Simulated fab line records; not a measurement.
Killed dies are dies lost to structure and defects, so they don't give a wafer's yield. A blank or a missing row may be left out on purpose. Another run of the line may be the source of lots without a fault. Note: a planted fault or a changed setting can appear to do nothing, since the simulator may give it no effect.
Which tool was responsible? ; flow sky130 ; Sampling: 10 lots, 30 wafers, 2 of 708 route steps

## WHAT EACH GAUGE READ, for each wafer
SKY_PWDE_TW_MEAS_10.
lot;measured;on;PWDE_TW
L937;day 3 16:15;film_metro-04;370 373 373
L938;day 4 06:23;film_metro-01;382 382 380
L939;day 4 19:16;film_metro-01;383 381 381
L940;day 4 21:59;film_metro-04;372 374 374
L948;day 6 18:30;film_metro-01;409 411 409 411 410 409
L950;day 7 00:13;film_metro-04;395 395 395
L951;day 7 06:07;film_metro-04;370 373 374
L955;day 8 00:52;film_metro-04;375 374 375
L958;day 8 19:22;film_metro-02;377 375 377
L960;day 9 13:17;film_metro-04;374 373 373

## WHAT TOOL EACH LOT RAN ON (gives the tool, then ch and the chambers of the sampled wafers, and finally the start)
lot;SKY_PWDE_IMPLANT_08
L937;implanter-04 ch 0, day 3 16:00
L938;implanter-02 ch 0, day 4 06:08
L939;implanter-03 ch 0, day 4 19:02
L940;implanter-03 ch 0, day 4 21:44
L948;implanter-03 ch 0, day 6 18:15
L950;implanter-03 ch 0, day 6 23:58
L951;implanter-04 ch 0, day 7 05:49
L955;implanter-04 ch 0, day 8 00:38
L958;implanter-02 ch 0, day 8 19:08
L960;implanter-04 ch 0, day 9 13:03
- SKY_PWDE_IMPLANT_08

## THE ANSWER, worked out from the rows above alone
Rule: the lots themselves supply what counts as usual. Put in order of their means at a reading, lots are off if they are a third of the lots or fewer, leave a main group of 4 or more, and stand apart from it by a gap of 3 or more times the standard deviation of the main group's means; of several such gaps the widest counts. Not used: any main group whose means are identical at the precision the tables above print for the reading. Also off: a lot with no number at a reading for which 4 or more lots have one. Any other lot the step has rows for is counted as sound.
Off: L948, L950, seen at SKY_PWDE_TW_MEAS_10 (PWDE_TW). Main group: mean 376, sd 3.6.
If a tool, at a process step before that reading, ran all the lots that are off and no sound lot after the first of them, it fits. Those tools and the gauges at SKY_PWDE_TW_MEAS_10 are tried in the same way. One candidate fits, namely implanter-03 at SKY_PWDE_IMPLANT_08. Its last sound lot is L940 (day 4 21:44), its first lot that is off L948 (day 6 18:15): a fault that began between those two fits.

## WHAT THE SIMULATOR PUT IN
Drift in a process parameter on implanter-03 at SKY_PWDE_IMPLANT_08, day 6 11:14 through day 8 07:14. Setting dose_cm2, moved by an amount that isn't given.
Struck lots among those shown: L948, L950. The rule above found the same.
